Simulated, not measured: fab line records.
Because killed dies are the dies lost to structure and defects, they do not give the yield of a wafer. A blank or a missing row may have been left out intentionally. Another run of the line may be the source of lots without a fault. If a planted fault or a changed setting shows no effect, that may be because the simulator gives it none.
fab line records | flow sky130
record: lots: 24 wafers: 72 lastDay: 51
route steps=708 shown VIA1@473 METAL2@499 VIA2@509
lots untouched by any fault: they come from a run of this same line in which no faults occurred
startH: hours from the record's opening day to when the first of the lot's shown wafers began | waitH: hours elapsed since this lot's preceding step | " the same as in the row above | L1.1+2: a row that stands for several wafers | - no value, or no start was given | * or withheld: withheld | < > ~ a bound
route shown NAME@n: a module of which the file shows steps, and the number in the route of the first | usual: average and standard deviation across the fault-free wafers | same: alike in all rows | chamber/n: place in a boat | sites: the reading at each site | _std_site: the values' standard deviation | _edge_site: outer sites' mean less inner sites' | radiusMm: how far each site lies from the wafer's centre | mask NAME#n: copy n | behind: the most recent tool/chamber to have shaped the wafer | hold: why the lot went on hold/how many hours it stayed there/how the hold came to an end | device: the transistor (n, p or np) that didn't switch | end of line: the route-end tests of the same wafers | where a step has no rows: the recipe by itself | killed: count of dies lost to structure and defects at first sort (not the wafer's yield) | map: dies across one wafer; x = killed, . = not, _ = none there
set.NAME: setting as actually run; set.NAME@STEP: the setting as run at that earlier step | model.NAME: the simulator's own value behind a step, which no gauge read
one table for each step of the route and one row for each wafer, over a sample of lots
services: the hour from which a tool's chamber was out of use, counted from the record's first day as startH (under 0 if before that day), plus the number of hours and why
== steps ==
step: SKY_VIA1_ETCH_15
recipe: target: SiO2 chemistry: C4F8/O2/Ar targetDepthNm: 351 stopOn: TiN maskMaterial: KrF-thick sourceW: 1500 biasW: 1200 pressureMtorr: 40 c4f8FlowSccm: withheld O2_flow_sccm: 6 Ar_flow_sccm: 300 timeS: 54
usual: oesProductAu: 0.987/0.0062
columns lot.wafer tool chamber startH waitH oesProductAu rfHoursCounterH
L074.2 rieDiel-01 0 784.38 0.0 0.987 3
L074.3 " 1 " " 0.987 6
L074.6 " 0 " " 0.984 -
L075.4 rieDiel-04 3 802.68 0.0 0.987 31
L075.5 " 0 " " 0.974 -
L075.6 " 1 " " 0.990 -
L076.1 rieDiel-01 1 803.33 0.0 0.987 7
L076.2 " 2 " " 0.997 24
L076.5 " 3 " " 0.989 -
L077.4 rieDiel-04 2 817.51 0.0 0.985 13
L077.5 " 1 " " 0.982 -
L077.6 " 2 " " 0.977 -
L078.3 rieDiel-04 2 847.26 0.0 0.981 14
L078.4 " 1 " " 0.988 -
L078.6 " 0 " " 0.990 -
L079.4 rieDiel-02 2 847.43 0.0 0.988 10
L079.5 " 2 " " 0.990 -
L079.6 " 3 " " 0.973 -
L080.1 rieDiel-01 0 848.21 0.0 0.990 5
L080.4 " 1 " " 0.980 8
L080.5 " 1 " " 0.994 -
L081.3 rieDiel-04 0 850.08 0.0 0.991 8
L081.5 " 0 " " 0.986 -
L081.6 " 1 " " 0.984 -
L082.3 rieDiel-04 0 854.93 0.0 0.991 8
L082.5 " 1 " " 0.996 -
L082.6 " 3 " " 0.982 -
L083.1 rieDiel-02 0 863.60 0.0 0.986 11
L083.3 " 3 " " 0.993 4
L083.5 " 3 " " 0.978 -
L084.1 rieDiel-01 1 875.93 0.0 0.988 9
L084.3 " 3 " " 0.995 15
L084.5 " 2 " " 0.992 -
L086.1 rieDiel-02 0 885.03 0.0 0.997 12
L086.3 " 2 " " 0.980 11
L086.6 " 2 " " 0.979 -
L085.1 rieDiel-02 1 887.98 0.0 0.990 0
L085.2 " 2 " " 0.977 11
L085.4 " 3 " " 0.987 5
L087.2 rieDiel-04 0 896.61 0.0 0.981 9
L087.4 " 2 " " 0.990 14
L087.6 " 2 " " 0.982 -
L088.2 rieDiel-02 1 898.18 0.0 0.994 0
L088.3 " 0 " " 0.996 12
L088.6 " 0 " " 0.993 -
L089.2 rieDiel-02 2 916.48 0.0 0.990 12
L089.5 " 3 " " 0.987 -
L089.6 " 2 " " 0.985 -
L090.2 rieDiel-02 3 924.03 0.0 0.992 6
L090.3 " 0 " " 0.983 13
L090.4 " 0 " " 0.989 -
L091.2 rieDiel-01 0 927.96 0.0 0.980 8
L091.3 " 3 " " 0.990 17
L091.5 " 0 " " 0.982 -
L092.2 rieDiel-02 0 932.08 0.0 0.989 13
L092.4 " 2 " " 0.984 12
L092.5 " 3 " " 0.987 -
L093.2 rieDiel-04 3 934.38 0.0 0.979 3
L093.3 " 2 " " 0.983 16
L093.6 " 3 " " 0.986 -
L094.1 rieDiel-02 0 942.88 0.0 0.983 13
L094.2 " 3 " " 0.990 6
L094.3 " 1 " " 1.002 2
L095.1 rieDiel-02 2 949.13 0.0 0.982 13
L095.5 " 3 " " 0.981 -
L095.6 " 2 " " 0.985 -
L097.1 rieDiel-04 2 973.88 0.0 0.986 17
L097.4 " 0 " " 0.992 11
L097.5 " 2 " " 0.990 -
L096.1 rieDiel-02 0 1000.18 0.0 0.983 15
L096.2 " 1 " " 0.987 3
L096.6 " 2 " " 0.986 -
step: SKY_VIA1_RS_MEAS_22
recipe: thkMeasGauge: four-point-probe reads: W_of_VIA1_CVD_21+TiN_of_VIA1_SPUTTER_20
usual: VIA1_W_RS: 0.430/0.0044
columns lot.wafer tool chamber startH waitH VIA1_W_RS[ohm/sq]
L074.2 filmMetro-02 - 785.19 0.1 0.438
L074.3 " - " " 0.437
L074.6 " - " " 0.433
L075.4 filmMetro-04 - 803.60 0.1 0.426
L075.5 " - " " 0.429
L075.6 " - " " 0.430
L076.1 filmMetro-02 - 804.19 0.1 0.421
L076.2 " - " " 0.427
L076.5 " - " " 0.426
L077.4 filmMetro-02 - 818.39 0.1 0.430
L077.5 " - " " 0.428
L077.6 " - " " 0.428
L078.3 filmMetro-01 - 848.09 0.1 0.433
L078.4 " - " " 0.437
L078.6 " - " " 0.435
L079.4 filmMetro-02 - 848.28 0.1 0.422
L079.5 " - " " 0.429
L079.6 " - " " 0.432
L080.1 filmMetro-04 - 849.00 0.1 0.434
L080.4 " - " " 0.429
L080.5 " - " " 0.433
L081.3 filmMetro-04 - 850.97 0.1 0.432
L081.5 " - " " 0.429
L081.6 " - " " 0.427
L082.3 filmMetro-01 - 855.80 0.1 0.427
L082.5 " - " " 0.425
L082.6 " - " " 0.428
L083.1 filmMetro-01 - 864.40 0.1 0.434
L083.3 " - " " 0.433
L083.5 " - " " 0.437
L084.1 filmMetro-02 - 876.74 0.1 0.428
L084.3 " - " " 0.431
L084.5 " - " " 0.437
L086.1 filmMetro-02 - 885.85 0.1 0.437
L086.3 " - " " 0.431
L086.6 " - " " 0.436
L085.1 filmMetro-01 - 888.78 0.1 0.430
L085.2 " - " " 0.422
L085.4 " - " " 0.426
L087.2 filmMetro-04 - 897.42 0.1 0.435
L087.4 " - " " 0.436
L087.6 " - " " 0.431
L088.2 filmMetro-01 - 899.00 0.1 0.430
L088.3 " - " " 0.431
L088.6 " - " " 0.428
L089.2 filmMetro-04 - 917.30 0.1 0.431
L089.5 " - " " 0.437
L089.6 " - " " 0.429
L090.2 filmMetro-01 - 924.93 0.1 0.437
L090.3 " - " " 0.436
L090.4 " - " " 0.437
L091.2 filmMetro-04 - 928.77 0.1 0.427
L091.3 " - " " 0.424
L091.5 " - " " 0.432
L092.2 filmMetro-01 - 932.90 0.1 0.432
L092.4 " - " " 0.431
L092.5 " - " " 0.429
L093.2 filmMetro-02 - 935.26 0.1 0.425
L093.3 " - " " 0.430
L093.6 " - " " 0.424
L094.1 filmMetro-04 - 943.68 0.1 0.430
L094.2 " - " " 0.435
L094.3 " - " " 0.433
L095.1 filmMetro-04 - 949.93 0.1 0.428
L095.5 " - " " 0.430
L095.6 " - " " 0.428
L097.1 filmMetro-01 - 974.68 0.1 0.427
L097.4 " - " " 0.427
L097.5 " - " " 0.428
L096.1 filmMetro-02 - 1000.97 0.1 0.430
L096.2 " - " " 0.432
L096.6 " - " " 0.430
step: SKY_METAL2_OVL_MEAS_16
usual: METAL2_OVL: -5/5.5
columns lot.wafer tool chamber startH waitH METAL2_OVL[nm]
L074.2 overlay-01 - 812.85 0.1 -11
L074.3 " - " " -4
L074.6 " - " " -17
L075.4 overlay-01 - 830.75 0.1 -4
L075.5 " - " " -8
L075.6 " - " " -5
L076.1 overlay-02 - 832.50 0.1 -10
L076.2 " - " " -8
L076.5 " - " " -21
L077.4 overlay-02 - 845.50 0.1 -2
L077.5 " - " " -4
L077.6 " - " " -4
L078.3 overlay-01 - 874.65 0.1 -10
L078.4 " - " " -15
L078.6 " - " " -10
L079.4 overlay-02 - 875.00 0.1 -3
L079.5 " - " " -2
L079.6 " - " " -4
L080.1 overlay-02 - 875.35 0.1 -7
L080.4 " - " " -2
L080.5 " - " " 1
L081.3 overlay-01 - 877.45 0.1 -2
L081.5 " - " " -4
L081.6 " - " " -6
L082.3 overlay-02 - 882.31 0.1 5
L082.5 " - " " 2
L082.6 " - " " -7
L083.1 overlay-02 - 891.55 0.1 -7
L083.3 " - " " -6
L083.5 " - " " -1
L084.1 overlay-01 - 903.80 0.1 -4
L084.3 " - " " -1
L084.5 " - " " -4
L086.1 overlay-01 - 912.55 0.1 -4
L086.3 " - " " -11
L086.6 " - " " -16
L085.1 overlay-02 - 915.25 0.1 -10
L085.2 " - " " -5
L085.4 " - " " -4
L087.2 overlay-01 - 922.96 0.1 -15
L087.4 " - " " -10
L087.6 " - " " -11
L088.2 overlay-01 - 924.34 0.1 -4
L088.3 " - " " -8
L088.6 " - " " -2
L089.2 overlay-02 - 943.51 0.1 2
L089.5 " - " " -9
L089.6 " - " " 4
L090.2 overlay-01 - 950.31 0.1 -3
L090.3 " - " " -3
L090.4 " - " " -6
L091.2 overlay-02 - 953.99 0.1 -3
L091.3 " - " " 0
L091.5 " - " " -6
L092.2 overlay-02 - 958.51 0.1 -13
L092.4 " - " " 2
L092.5 " - " " -11
L093.2 overlay-02 - 960.01 0.1 -7
L093.3 " - " " -4
L093.6 " - " " -7
L094.1 overlay-02 - 968.15 0.1 -12
L094.2 " - " " -12
L094.3 " - " " -8
L095.1 overlay-02 - 975.20 0.1 2
L095.5 " - " " 0
L095.6 " - " " 0
L097.1 overlay-01 - 998.84 0.1 -10
L097.4 " - " " 1
L097.5 " - " " -16
L096.1 overlay-01 - 1024.95 0.1 1
L096.2 " - " " -9
L096.6 " - " " -11
step: SKY_VIA2_CMP_02
recipe: material: SiO2 downForcePsi: 4 platenRpm: 60 padVelocityMS: 0.94248
usual: motorCurrentA: 13.1/1 slurryFilterDpKPa: 13.53/0.15 slurryFlowMlMin: 150.0/0.46
columns lot.wafer tool chamber startH waitH motorCurrentA slurryFilterDpKPa slurryFlowMlMin
L074.3 cmp-02 3 813.91 0.1 13.3 13.52 149.4
L074.2 " 0 " " 13.6 13.57 149.9
L074.6 " 2 " " 12.3 13.79 150.1
L075.4 cmp-01 1 831.79 0.1 12.6 13.64 149.9
L075.6 " 0 " " 15.4 13.56 150.1
L075.5 " 1 " " 11.9 13.40 150.2
L076.1 cmp-02 3 833.55 0.1 13.0 13.85 150.2
L076.2 " 0 " " 13.6 13.60 150.1
L076.5 " 3 " " 13.8 13.38 150.4
L077.4 cmp-02 2 846.58 0.1 12.3 13.56 150.5
L077.6 " 0 " " 13.4 13.53 149.8
L077.5 " 1 " " 11.0 13.48 149.1
L078.4 cmp-01 1 875.73 0.1 12.9 13.35 150.2
L078.3 " 3 " " 12.7 13.48 149.7
L078.6 " 0 " " 14.3 13.47 150.0
L079.4 cmp-02 3 875.99 0.0 13.2 13.46 150.1
L079.5 " 3 " " 13.2 13.48 150.0
L079.6 " 0 " " 13.7 13.50 150.8
L080.1 cmp-01 0 876.39 0.1 14.4 13.37 149.9
L080.4 " 3 " " 13.0 13.61 149.8
L080.5 " 0 " " 15.0 13.75 150.8
L081.3 cmp-01 2 878.45 0.0 13.6 13.80 149.7
L081.5 " 2 " " 13.3 13.72 149.9
L081.6 " 3 " " 12.6 13.42 149.5
L082.3 cmp-02 2 883.37 0.1 12.0 13.55 149.6
L082.6 " 1 " " 11.0 13.37 150.2
L082.5 " 2 " " 12.3 13.51 149.7
L083.3 cmp-01 3 892.60 0.1 13.6 13.58 150.0
L083.1 " 0 " " 14.9 13.55 149.8
L083.5 " 2 " " 13.7 13.55 149.5
L084.1 cmp-01 2 905.40 0.6 13.7 13.60 149.4
L084.3 " 3 " " 12.7 13.38 150.3
L084.5 " 2 " " 12.7 13.81 149.4
L086.3 cmp-01 3 913.87 0.3 13.0 13.78 150.2
L086.1 " 0 " " 14.6 13.32 149.9
L086.6 " 3 " " 13.6 13.28 150.4
L085.2 cmp-02 2 916.29 0.1 12.5 13.37 149.8
L085.4 " 3 " " 13.5 13.57 150.0
L085.1 " 0 " " 13.2 13.45 150.2
L087.2 cmp-02 0 924.44 0.1 13.1 13.51 150.1
L087.4 " 1 " " 11.5 13.69 148.8
L087.6 " 3 " " 13.2 13.52 149.7
L088.2 cmp-02 2 925.53 0.1 11.7 13.57 149.9
L088.3 " 3 " " 13.8 13.38 150.4
L088.6 " 0 " " 12.6 13.84 149.8
L089.2 cmp-01 1 944.66 0.1 12.4 13.77 149.4
L089.5 " 3 " " 13.5 13.53 149.5
L089.6 " 0 " " 15.0 13.37 150.1
L090.4 cmp-01 3 951.30 0.0 13.0 13.44 150.3
L090.3 " 1 " " 12.3 13.61 149.6
L090.2 " 2 " " 13.3 13.30 150.3
L091.2 cmp-01 0 955.96 0.9 15.6 13.37 149.4
L091.3 " 1 " " 12.8 13.57 149.9
L091.5 " 2 " " 13.6 13.44 149.5
L092.4 cmp-01 0 959.72 0.2 15.9 13.66 150.1
L092.2 " 1 " " 13.1 13.30 150.1
L092.5 " 0 " " 14.7 13.52 150.4
L093.2 cmp-01 0 961.15 0.2 14.8 13.58 150.1
L093.3 " 1 " " 12.7 13.39 150.5
L093.6 " 0 " " 14.9 13.54 149.9
L094.1 cmp-01 3 969.21 0.1 12.8 13.34 150.7
L094.3 " 0 " " 14.8 13.58 150.7
L094.2 " 1 " " 12.8 13.46 149.8
L095.1 cmp-02 3 976.37 0.2 13.7 13.64 149.4
L095.6 " 0 " " 13.9 13.90 150.4
L095.5 " 1 " " 11.4 13.53 149.4
L097.1 cmp-01 1 999.83 0.1 12.7 13.51 149.8
L097.4 " 3 " " 12.7 13.16 150.3
L097.5 " 1 " " 12.7 13.67 150.1
L096.2 cmp-01 2 1026.02 0.0 12.8 13.41 151.2
L096.1 " 0 " " 14.6 13.67 150.0
L096.6 " 3 " " 13.0 13.45 149.3
step: SKY_VIA2_CD_MEAS_12
recipe: targetCdNm: 200
usual: cdNm: 200.6/1.4
columns lot.wafer tool chamber startH waitH cdNm
L074.2 cdSem-01 - 840.23 - 201.6
L074.3 " - " " 201.7
L074.6 " - " " 202.5
L075.4 cdSem-01 - 858.39 - 201.4
L075.5 " - " " 200.6
L075.6 " - " " 199.0
L076.1 cdSem-02 - 859.37 - 198.0
L076.2 " - " " 199.4
L076.5 " - " " 198.5
L077.4 cdSem-01 - 873.28 - 201.0
L077.5 " - " " 201.6
L077.6 " - " " 201.2
L078.3 cdSem-02 - 902.42 - 200.1
L078.4 " - " " 199.7
L078.6 " - " " 200.9
L079.4 cdSem-01 - 902.77 - 202.1
L079.5 " - " " 203.9
L079.6 " - " " 202.3
L080.1 cdSem-02 - 903.06 - 199.3
L080.4 " - " " 198.7
L080.5 " - " " 198.8
L081.3 cdSem-02 - 904.95 - 200.6
L081.5 " - " " 200.3
L081.6 " - " " 199.5
L082.3 cdSem-02 - 909.55 - 201.8
L082.5 " - " " 202.0
L082.6 " - " " 202.3
L083.1 cdSem-01 - 918.46 - 198.8
L083.3 " - " " 198.5
L083.5 " - " " 197.9
L084.1 cdSem-02 - 930.66 - 201.6
L084.3 " - " " 201.2
L084.5 " - " " 201.7
L086.1 cdSem-02 - 939.28 - 202.5
L086.3 " - " " 203.2
L086.6 " - " " 201.9
L085.1 cdSem-02 - 941.02 - 199.4
L085.2 " - " " 200.2
L085.4 " - " " 200.1
L087.2 cdSem-02 - 949.53 - 200.7
L087.4 " - " " 199.2
L087.6 " - " " 200.1
L088.2 cdSem-02 - 950.48 - 201.3
L088.3 " - " " 201.2
L088.6 " - " " 202.0
L089.2 cdSem-01 - 969.79 - 197.3
L089.5 " - " " 198.9
L089.6 " - " " 200.0
L090.2 cdSem-02 - 975.75 - 200.1
L090.3 " - " " 199.6
L090.4 " - " " 198.7
L091.2 cdSem-01 - 981.04 - 202.6
L091.3 " - " " 202.8
L091.5 " - " " 203.1
L092.2 cdSem-01 - 984.19 - 201.6
L092.4 " - " " 200.1
L092.5 " - " " 200.8
L093.2 cdSem-01 - 986.04 - 201.6
L093.3 " - " " 200.4
L093.6 " - " " 200.6
L094.1 cdSem-02 - 993.37 - 199.3
L094.2 " - " " 199.4
L094.3 " - " " 200.0
L095.1 cdSem-01 - 999.28 - 199.7
L095.5 " - " " 199.6
L095.6 " - " " 199.7
L097.1 cdSem-02 - 1023.02 - 200.8
L097.4 " - " " 199.4
L097.5 " - " " 200.4
L096.1 cdSem-01 - 1048.77 - 200.5
L096.2 " - " " 200.7
L096.6 " - " " 201.1
step: SKY_VIA2_ETCH_15
recipe: target: SiO2 chemistry: C4F8/O2/Ar targetDepthNm: 546 stopOn: TiN maskMaterial: KrF-thick sourceW: 1500 biasW: 1200 pressureMtorr: 40 c4f8FlowSccm: withheld O2_flow_sccm: 6 Ar_flow_sccm: 300 timeS: 80.81
usual: oesProductAu: 0.961/0.0049
columns lot.wafer tool chamber startH waitH oesProductAu rfHoursCounterH
L074.2 rieDiel-03 3 840.41 0.0 0.956 9
L074.3 " 1 " " 0.966 5
L074.6 " 0 " " 0.962 -
L075.4 rieDiel-02 0 858.53 0.0 0.961 11
L075.5 " 3 " " 0.959 -
L075.6 " 2 " " 0.958 -
L076.1 rieDiel-01 1 859.56 0.0 0.970 9
L076.2 " 3 " " 0.966 15
L076.5 " 0 " " 0.962 -
L077.4 rieDiel-01 1 873.41 0.0 0.964 9
L077.5 " 3 " " 0.961 -
L077.6 " 2 " " 0.958 -
L078.3 rieDiel-03 1 902.58 0.0 0.961 7
L078.4 " 2 " " 0.951 16
L078.6 " 2 " " 0.970 -
L079.4 rieDiel-01 1 902.91 0.0 0.953 10
L079.5 " 3 " " 0.956 -
L079.6 " 2 " " 0.961 -
L080.1 rieDiel-02 2 903.26 0.0 0.970 12
L080.4 " 3 " " 0.965 5
L080.5 " 0 " " 0.957 -
L081.3 rieDiel-01 1 905.11 0.0 0.962 10
L081.5 " 0 " " 0.958 -
L081.6 " 3 " " 0.957 -
L082.3 rieDiel-01 3 909.71 0.0 0.942 17
L082.5 " 3 " " 0.958 -
L082.6 " 1 " " 0.956 -
L083.1 rieDiel-03 2 918.66 0.0 0.962 16
L083.3 " 0 " " 0.958 18
L083.5 " 2 " " 0.961 -
L084.1 rieDiel-01 2 930.86 0.0 0.965 27
L084.3 " 0 " " 0.962 8
L084.5 " 2 " " 0.967 -
L086.1 rieDiel-03 1 939.48 0.0 0.967 8
L086.3 " 0 " " 0.961 18
L086.6 " 3 " " 0.956 -
L085.1 rieDiel-03 1 941.21 0.0 0.965 8
L085.2 " 0 " " 0.965 19
L085.4 " 3 " " 0.960 12
L087.2 rieDiel-03 2 949.71 0.0 0.967 17
L087.4 " 3 " " 0.954 12
L087.6 " 2 " " 0.968 -
L088.2 rieDiel-02 2 950.66 0.0 0.959 13
L088.3 " 0 " " 0.967 14
L088.6 " 2 " " 0.966 -
L089.2 rieDiel-03 2 969.96 0.0 0.963 18
L089.5 " 0 " " 0.961 -
L089.6 " 1 " " 0.960 -
L090.2 rieDiel-02 3 975.93 0.0 0.955 7
L090.3 " 1 " " 0.959 2
L090.4 " 0 " " 0.960 14
L091.2 rieDiel-03 2 981.21 0.0 0.960 18
L091.3 " 3 " " 0.971 13
L091.5 " 0 " " 0.963 -
L092.2 rieDiel-01 1 984.36 0.0 0.962 13
L092.4 " 3 " " 0.957 19
L092.5 " 3 " " 0.957 -
L093.2 rieDiel-01 0 986.21 0.0 0.964 10
L093.3 " 2 " " 0.970 1
L093.6 " 3 " " 0.970 -
L094.1 rieDiel-01 0 993.56 0.0 0.961 10
L094.2 " 3 " " 0.956 19
L094.3 " 1 " " 0.962 13
L095.1 rieDiel-03 2 999.48 0.0 0.960 19
L095.5 " 0 " " 0.959 -
L095.6 " 1 " " 0.962 -
L097.1 rieDiel-02 1 1023.21 0.0 0.953 4
L097.4 " 0 " " 0.964 16
L097.5 " 1 " " 0.965 -
L096.1 rieDiel-03 1 1048.96 0.0 0.956 12
L096.2 " 3 " " 0.965 16
L096.6 " 3 " " 0.963 -
== services ==
columns tool chamber startH hours kind
rieDiel-01 - 771.43 0.7 repair
rieDiel-03 1 775.16 11.0 repair
rieDiel-02 1 787.12 11.1 repair
rieDiel-02 2 792.87 17.4 repair
rieDiel-03 2 805.79 12.2 repair
rieDiel-01 2 810.01 1.8 repair
rieDiel-02 2 836.68 4.6 repair
rieDiel-03 1 851.73 1.2 repair
rieDiel-02 0 865.13 4.1 repair
rieDiel-03 - 896.30 2.8 pm
rieDiel-02 - 896.32 1.2 repair
rieDiel-01 2 906.15 7.0 repair
rieDiel-02 1 922.30 7.3 repair
cmp-01 - 924.51 4.7 pm
rieDiel-02 1 945.83 2.0 repair
cmp-01 - 965.00 1.7 repair
rieDiel-02 3 985.47 28.2 repair
cmp-01 - 1008.52 0.7 repair
rieDiel-01 3 1012.52 4.3 repair
rieDiel-01 1 1017.66 4.4 repair
rieDiel-01 2 1032.37 8.8 repair
rieDiel-03 3 1035.97 3.6 repair
rieDiel-03 0 1036.78 6.0 repair
rieDiel-03 - 1043.91 0.7 repair
== key ==
fault none
